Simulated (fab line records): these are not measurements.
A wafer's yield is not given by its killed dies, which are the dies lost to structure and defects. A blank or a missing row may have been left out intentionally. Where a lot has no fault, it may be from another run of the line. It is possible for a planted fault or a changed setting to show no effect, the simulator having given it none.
fab line records	flow sky130
record lots=12	wafers=35	last-day=51
route steps=708 shown POLY_CUT@317 LI_CONTACT@364 PAD_OPEN@708
lots with no fault: from the same line, run without faults
start-h: hours from the record's first day to the start of the lot's first wafer shown	wait-h: time in hours since the lot's previous step	" repeats the value in the row above	L1.1+2: a single row standing in for several wafers	- value missing, or start not given	* or withheld: withheld	< > ~ a bound
route shown NAME@n: a module of which the file shows steps, and the number in the route of the first	usual: the fault-free wafers' mean and standard deviation	same: alike in all rows	chamber/n: place in a boat	sites: each site's reading	_std_site: standard deviation of those values	_edge_site: inner sites' mean taken away from outer sites' mean	radius-mm: how far each site lies from the wafer's centre	mask NAME#n: copy n	behind: the most recent tool/chamber to have shaped the wafer	hold: cause of the lot's hold/its duration in hours/its outcome	device: transistor that didn't switch, given as n, p or np	end of line: the route-end tests of the same wafers	where a step has no rows: the recipe by itself	killed: the dies lost at the first sort to structure and to defects; this is not the yield of the wafer	map: shows each die of a wafer: x if killed, . if not, _ if none is there
set.NAME: the setting as run; set.NAME@STEP: as run at that earlier step	model.NAME: the simulator's own value behind a step, which no gauge read
the route's steps for a sample of lots (tables are steps, rows are wafers)
services: a tool's chamber out of use, with start hour (start-h, from the record's first day; less than 0 if before it), hours out, and reason
## steps
# step SKY_POLY_CUT_ETCH_10
# recipe chemistry=N2/H2	target=BARC	ion-energy-ev=200	source-w=500	bias-w=100	pressure-mtorr=30	n2-flow-sccm=100	h2-flow-sccm=200	stop-on=SiO2	time-s=45.9	target-depth-a=600
# usual drypump-motor-current-A=5.8/0.38	n2-flow-sccm=100.1/0.32	oes-product-au=0.855/0.0043	throttle-valve-pct=13.225/0.0093
lot.wafer	tool	chamber	start-h	wait-h	drypump-motor-current-A	n2-flow-sccm	oes-product-au	rf-hours-counter-h	throttle-valve-pct
L903.1	rie-diel-02	3	570.56	0.0	6.4	99.8	0.861	38	13.233
L903.3	"	0	"	"	6.1	99.8	0.849	60	13.217
L903.5	"	0	"	"	6.1	99.6	0.852	-	13.213
L904.1	rie-diel-01	1	584.34	0.0	5.9	100.1	0.859	8	13.207
L904.2	"	3	"	"	5.9	100.0	0.851	33	13.220
L904.5	"	3	"	"	5.9	99.7	0.857	-	13.218
L905.1	rie-diel-01	3	590.81	0.0	5.9	99.9	0.849	33	13.221
L905.3	"	0	"	"	5.6	100.6	0.855	6	13.223
L905.5	"	2	"	"	5.9	100.0	0.860	-	13.231
L906.1	rie-diel-01	3	601.01	0.0	5.9	100.0	0.849	33	13.230
L906.3	"	2	"	"	5.9	100.4	0.854	14	13.209
L906.4	"	1	"	"	5.9	99.7	0.853	8	13.232
L907.2	rie-diel-04	2	609.14	0.0	5.4	99.4	0.847	11	13.216
L907.3	"	0	"	"	5.3	100.1	0.860	8	13.224
L907.4	"	3	"	"	5.6	100.1	0.858	2	13.221
L910.1	rie-diel-04	3	631.16	0.0	5.6	100.0	0.856	2	13.237
L910.3	"	1	"	"	4.9	100.3	0.862	9	13.231
L911.2	rie-diel-01	2	640.31	0.0	5.9	99.5	0.853	15	13.236
L911.3	"	3	"	"	5.9	100.2	0.847	34	13.221
L911.5	"	2	"	"	5.9	100.3	0.862	-	13.209
L912.1	rie-diel-02	2	651.71	0.0	5.4	100.0	0.845	51	13.226
L912.3	"	1	"	"	6.2	100.7	0.853	60	13.247
L912.6	"	3	"	"	6.4	99.9	0.858	-	13.232
L921.1	rie-diel-01	2	718.54	0.0	5.9	99.8	0.856	17	13.211
L921.3	"	1	"	"	6.0	100.2	0.854	11	13.230
L921.6	"	0	"	"	5.6	100.4	0.857	-	13.222
L922.2	rie-diel-01	3	733.39	0.0	5.9	100.3	0.860	36	13.226
L922.4	"	1	"	"	5.9	100.3	0.857	-	13.219
L922.5	"	3	"	"	5.9	100.6	0.858	-	13.219
L923.2	rie-diel-04	1	737.21	0.0	4.9	99.7	0.855	12	13.230
L923.4	"	3	"	"	5.6	100.0	0.848	5	13.229
L923.5	"	3	"	"	5.7	100.2	0.861	-	13.213
L924.1	rie-diel-02	2	774.35	0.0	5.4	100.2	0.857	1	13.213
L924.3	"	0	"	"	6.1	100.1	0.852	2	13.237
L924.6	"	1	"	"	6.2	100.1	0.856	-	13.220
# step SKY_LI_CONTACT_CMP_02
# recipe material=PSG	down-force-psi=4	platen-rpm=60	pad-velocity-m-s=0.94248
# usual head-pressure-psi=4.000/0.0086	motor-current-A=12.0/0.93	slurry-filter-dp-kPa=13.51/0.14	time-to-endpoint-s=34/3.1
lot.wafer	tool	chamber	start-h	wait-h	head-pressure-psi	motor-current-A	slurry-filter-dp-kPa	time-to-endpoint-s
L903.3	cmp-02	1	658.38	0.0	4.000	12.0	13.39	29
L903.1	"	2	"	"	4.011	12.2	13.39	33
L903.5	"	2	"	"	4.004	12.6	13.63	34
L904.2	cmp-01	1	671.83	0.1	4.002	13.4	13.58	42
L904.1	"	2	"	"	4.002	13.1	13.72	37
L904.5	"	3	"	"	4.008	11.4	13.61	35
L905.1	cmp-02	3	678.68	0.1	3.984	12.7	13.49	34
L905.3	"	1	"	"	3.999	11.9	13.63	32
L905.5	"	2	"	"	4.005	12.0	13.51	33
L906.3	cmp-02	3	688.88	0.0	3.994	12.2	13.52	33
L906.4	"	1	"	"	3.995	11.8	13.66	30
L906.1	"	2	"	"	3.998	12.4	13.51	32
L907.4	cmp-01	0	695.82	0.0	3.997	12.1	13.63	32
L907.3	"	1	"	"	3.993	13.4	13.58	37
L907.2	"	2	"	"	4.016	12.6	13.56	34
L910.3	cmp-01	1	716.79	0.1	4.006	13.7	13.56	35
L910.1	"	2	"	"	4.000	12.8	13.48	41
L911.3	cmp-01	2	726.93	0.1	3.991	12.1	13.39	34
L911.2	"	3	"	"	3.995	11.0	13.30	30
L911.5	"	0	"	"	3.989	11.9	13.49	37
L912.3	cmp-01	2	736.88	0.1	4.007	12.5	13.50	29
L912.1	"	3	"	"	3.989	10.5	13.50	35
L912.6	"	1	"	"	3.990	12.6	13.28	32
L921.1	cmp-02	0	799.22	0.1	4.008	10.3	13.41	36
L921.3	"	1	"	"	4.005	11.7	13.30	30
L921.6	"	3	"	"	3.986	11.4	13.37	34
L922.4	cmp-01	3	815.13	0.1	3.991	11.3	13.44	31
L922.2	"	1	"	"	4.001	13.6	13.37	35
L922.5	"	2	"	"	4.007	13.2	13.79	34
L923.4	cmp-01	3	817.98	0.1	3.987	11.2	13.56	32
L923.2	"	0	"	"	4.005	12.2	13.52	31
L923.5	"	2	"	"	4.006	12.3	13.49	34
L924.3	cmp-01	2	853.97	0.1	4.007	12.3	13.43	34
L924.1	"	3	"	"	3.977	11.0	13.26	33
L924.6	"	0	"	"	4.002	11.6	13.51	32
# step SKY_LI_CONTACT_ETCH_15
# recipe target=PSG	chemistry=C4F8/O2/Ar	stop-on=Si	taper-deg=4.15	mask-material=KrF-thick	source-w=1500	bias-w=1200	pressure-mtorr=40	c4f8-flow-sccm=withheld	O2_flow_sccm=6	Ar_flow_sccm=300	time-s=withheld	target-depth-a=6000
# usual oes-product-au=0.838/0.0046
lot.wafer	tool	chamber	start-h	wait-h	oes-product-au
L903.1	rie-diel-02	3	687.25	0.0	0.847
L903.3	"	0	"	"	0.841
L903.5	"	2	"	"	0.838
L904.1	rie-diel-01	1	699.80	0.0	0.830
L904.2	"	3	"	"	0.846
L904.5	"	0	"	"	0.843
L905.1	rie-diel-02	3	707.28	0.0	0.837
L905.3	"	1	"	"	0.837
L905.5	"	0	"	"	0.838
L906.1	rie-diel-03	3	716.75	0.0	0.832
L906.3	"	2	"	"	0.840
L906.4	"	1	"	"	0.837
L907.2	rie-diel-02	3	724.10	0.0	0.837
L907.3	"	1	"	"	0.833
L907.4	"	3	"	"	0.835
L910.1	rie-diel-02	1	745.39	0.0	0.794
L910.3	"	3	"	"	0.841
L911.2	rie-diel-03	2	755.11	0.0	0.837
L911.3	"	0	"	"	0.842
L911.5	"	3	"	"	0.789
L912.1	rie-diel-03	0	765.00	0.0	0.798
L912.3	"	1	"	"	0.836
L912.6	"	0	"	"	0.834
L921.1	rie-diel-03	3	826.44	0.0	0.835
L921.3	"	1	"	"	0.842
L921.6	"	0	"	"	0.842
L922.2	rie-diel-02	3	841.83	0.0	0.831
L922.4	"	2	"	"	0.834
L922.5	"	1	"	"	0.836
L923.2	rie-diel-02	3	843.79	0.0	0.837
L923.4	"	1	"	"	0.840
L923.5	"	2	"	"	0.835
L924.1	rie-diel-01	3	880.44	0.0	0.844
L924.3	"	1	"	"	0.825
L924.6	"	0	"	"	0.839
# step SKY_LI_CONTACT_SPUTTER_20
# recipe material=TiN	target-thk-nm=20	chamber-pressure-pa=5	power-w=4000	time-s=80
# usual throttle-valve-pct=29.9/1.1
lot.wafer	tool	chamber	start-h	wait-h	throttle-valve-pct
L903.1	pvd-sputter-01	-	687.72	0.0	31.2
L903.3	"	-	"	"	30.6
L903.5	"	-	"	"	30.9
L904.1	pvd-sputter-02	-	700.26	0.0	30.0
L904.2	"	-	"	"	28.6
L904.5	"	-	"	"	29.7
L905.1	pvd-sputter-02	-	707.77	0.0	28.5
L905.3	"	-	"	"	29.9
L905.5	"	-	"	"	29.7
L906.1	pvd-sputter-01	-	717.21	0.0	29.7
L906.3	"	-	"	"	30.7
L906.4	"	-	"	"	31.7
L907.2	pvd-sputter-04	-	724.56	0.0	30.7
L907.3	"	-	"	"	29.7
L907.4	"	-	"	"	28.6
L910.1	pvd-sputter-01	-	745.84	0.0	31.5
L910.3	"	-	"	"	31.0
L911.2	pvd-sputter-02	-	755.57	0.0	28.2
L911.3	"	-	"	"	27.6
L911.5	"	-	"	"	29.4
L912.1	pvd-sputter-02	-	765.66	0.0	29.6
L912.3	"	-	"	"	28.3
L912.6	"	-	"	"	29.6
L921.1	pvd-sputter-04	-	826.89	0.0	30.2
L921.3	"	-	"	"	30.7
L921.6	"	-	"	"	30.5
L922.2	pvd-sputter-04	-	842.32	0.0	28.9
L922.4	"	-	"	"	29.8
L922.5	"	-	"	"	30.6
L923.2	pvd-sputter-04	-	844.24	0.0	30.7
L923.4	"	-	"	"	30.4
L923.5	"	-	"	"	30.6
L924.1	pvd-sputter-04	-	880.89	0.0	28.7
L924.3	"	-	"	"	30.6
L924.6	"	-	"	"	29.9
# step SKY_LI_CONTACT_CVD_21
# recipe material=W	target-thk-nm=400	time-s=120.56	temp-c=400	pressure-torr=40
# usual heater-power-w=834/48
lot.wafer	tool	chamber	start-h	wait-h	heater-power-w
L903.1	cvd-w-01	1	687.78	0.0	861
L903.3	"	1	"	"	853
L903.5	"	1	"	"	858
L904.1	cvd-w-02	0	700.32	0.0	871
L904.2	"	1	"	"	835
L904.5	"	1	"	"	857
L905.1	cvd-w-02	0	707.83	0.0	869
L905.3	"	0	"	"	878
L905.5	"	1	"	"	816
L906.1	cvd-w-02	1	717.27	0.0	831
L906.3	"	1	"	"	831
L906.4	"	0	"	"	867
L907.2	cvd-w-01	0	724.62	0.0	739
L907.3	"	1	"	"	834
L907.4	"	0	"	"	766
L910.1	cvd-w-01	1	745.90	0.0	878
L910.3	"	1	"	"	868
L911.2	cvd-w-02	1	755.63	0.0	862
L911.3	"	0	"	"	880
L911.5	"	0	"	"	886
L912.1	cvd-w-02	1	765.72	0.0	815
L912.3	"	0	"	"	895
L912.6	"	0	"	"	898
L921.1	cvd-w-01	1	826.95	0.0	874
L921.3	"	0	"	"	771
L921.6	"	1	"	"	880
L922.2	cvd-w-02	1	842.38	0.0	832
L922.4	"	0	"	"	897
L922.5	"	0	"	"	863
L923.2	cvd-w-02	1	844.30	0.0	870
L923.4	"	0	"	"	884
L923.5	"	1	"	"	859
L924.1	cvd-w-01	0	880.95	0.0	777
L924.3	"	0	"	"	776
L924.6	"	0	"	"	778
# step SKY_PAD_OPEN_PROBE_99
# usual killed_at_M0_to_M3=43/6.5	killed_at_M4_up=3.1/1.8	killed-at-contacts=24/5.6	killed-at-front-end=15/4.2	killed-at-other=0.3/0.5	killed-dies=86/8.9	killed-open=47/6.9	killed-short=39/5.9
# same gross-dies=492	killed-at-back-side=0
lot.wafer	tool	chamber	start-h	wait-h	killed_at_M0_to_M3	killed_at_M4_up	killed-at-contacts	killed-at-front-end	killed-at-other	killed-dies	killed-open	killed-short
L910.1	prober-01	-	1126.04	0.1	51	4	15	11	0	81	32	49
L910.3	prober-01	-	1126.14	0.2	35	4	21	17	0	77	44	33
L911.2	prober-02	-	1129.44	0.1	51	1	21	15	1	89	46	43
L911.3	prober-02	-	1129.49	0.2	42	5	40	14	0	101	62	39
L911.5	prober-02	-	1129.59	0.2	53	1	25	10	2	91	50	41
L912.1	prober-01	-	1136.60	0.1	36	7	24	17	0	84	48	36
L912.3	prober-01	-	1136.70	0.2	46	7	17	22	0	92	51	41
L912.6	prober-01	-	1136.85	0.2	53	4	31	16	0	104	49	55
# killed by level:class
L910.1 VIA1:geometric-particle:open=10 VIA1:geometric-particle:short=9 METAL2:geometric-particle:short=8 METAL1:geometric-particle:short=8 CONTACT:geometric-particle:open=6 CONTACT:geometric-particle:short=5 VIA3:geometric-particle:short=4 VIA2:geometric-particle:open=4
L910.3 VIA1:geometric-particle:open=8 CONTACT:geometric-particle:open=8 LI_CONTACT:geometric-particle:open=7 VIA1:geometric-particle:short=6 POLY_GATE:geometric-particle:open=5 VIA3:geometric-particle:open=5 METAL2:geometric-particle:short=4 VIA2:geometric-particle:open=4
L911.2 VIA1:geometric-particle:open=13 METAL1:geometric-particle:short=10 FIELD_ISO:geometric-particle:short=7 LI_CONTACT:geometric-particle:open=7 FIELD_ISO:geometric-particle:open=6 CONTACT:geometric-particle:open=6 VIA2:geometric-particle:open=6 METAL2:geometric-particle:short=5
L911.3 CONTACT:geometric-particle:open=24 VIA1:geometric-particle:open=11 METAL1:geometric-particle:short=10 VIA3:geometric-particle:open=7 POLY_GATE:geometric-particle:open=5 LI_CONTACT:geometric-particle:short=5 LI_CONTACT:geometric-particle:open=4 CONTACT:geometric-particle:short=4
L911.5 VIA1:geometric-particle:open=14 METAL2:geometric-particle:short=10 CONTACT:geometric-particle:open=9 VIA3:geometric-particle:open=6 VIA2:geometric-particle:open=6 FIELD_ISO:geometric-particle:short=4 LI_CONTACT:geometric-particle:open=4 LI_CONTACT:geometric-particle:short=4
L912.1 VIA1:geometric-particle:open=11 CONTACT:geometric-particle:open=10 CONTACT:geometric-particle:short=7 VIA2:geometric-particle:open=6 METAL4:geometric-particle:short=6 FIELD_ISO:geometric-particle:open=4 FIELD_ISO:geometric-particle:short=4 SPACER:geometric-particle:open=4
L912.3 VIA1:geometric-particle:open=10 VIA3:geometric-particle:open=9 VIA2:geometric-particle:open=7 VIA1:geometric-particle:short=6 METAL1:geometric-particle:short=6 LI_CONTACT:geometric-particle:open=5 FIELD_ISO:geometric-particle:open=4 POLY_GATE:geometric-particle:open=4
L912.6 VIA1:geometric-particle:open=13 CONTACT:geometric-particle:open=11 METAL1:geometric-particle:short=8 LOCAL_INTERCONNECT:geometric-particle:short=7 METAL2:geometric-particle:short=7 FIELD_ISO:geometric-particle:open=6 LI_CONTACT:geometric-particle:open=6 CONTACT:geometric-particle:short=6
## services
tool	chamber	start-h	hours	kind
cmp-01	-	548.17	0.2	repair
cmp-02	-	564.97	5.3	pm
cmp-01	-	572.00	4.0	pm
cvd-w-01	-	589.49	6.0	pm
pvd-sputter-02	-	600.13	1.1	repair
pvd-sputter-04	-	609.98	1.6	repair
rie-diel-02	0	620.46	4.4	repair
cmp-02	-	620.81	1.1	repair
cvd-w-01	-	622.99	1.4	repair
rie-diel-01	-	648.67	0.6	repair
rie-diel-02	1	653.04	5.7	repair
cmp-01	-	665.37	0.3	repair
cvd-w-02	-	680.09	14.6	pm
pvd-sputter-04	-	696.75	2.5	repair
rie-diel-02	2	701.54	5.8	repair
rie-diel-02	3	708.49	2.4	repair
cmp-01	-	720.44	3.4	pm
rie-diel-01	0	731.64	6.9	repair
pvd-sputter-04	-	731.81	1.0	repair
cmp-01	-	772.61	15.7	repair
rie-diel-02	2	787.87	7.6	repair
rie-diel-02	0	811.91	2.8	repair
cmp-01	-	824.60	0.7	repair
cvd-w-02	1	865.42	2.9	repair
## key
first-sign step=SKY_LI_CONTACT_ETCH_15	reading=oes-product-au	direction=down	sigmas=9.5	usual=0.838	struck=0.794
effect none on later readings
met-at SKY_LI_CONTACT_CMP_02
struck-lots L910,L911,L912
struck-wafers L910.1,L911.5,L912.1
tester-left-out L910,L911,L912
not-acting-at SKY_POLY_CUT_ETCH_10,SKY_LI_CONTACT_SPUTTER_20,SKY_LI_CONTACT_CVD_21
onset-between 695.82 716.79
fault kind=process-parameter-drift	tool=cmp-01	chamber=-	onset-h=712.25	steps=SKY_LI_CONTACT_CMP_02	channel=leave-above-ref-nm	offset=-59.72	shape=step	end-h=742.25	scope=struck-wafers-only	acts-in=these-recipes-only	stated=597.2
# tester-left-out: of these lots the tester's yield and bins aren't shown, on N5 and GAA mostly nor the transistor test; their killed dies are dies lost to structure and defects alone, not to doping, threshold or leakage, so they don't give the yield
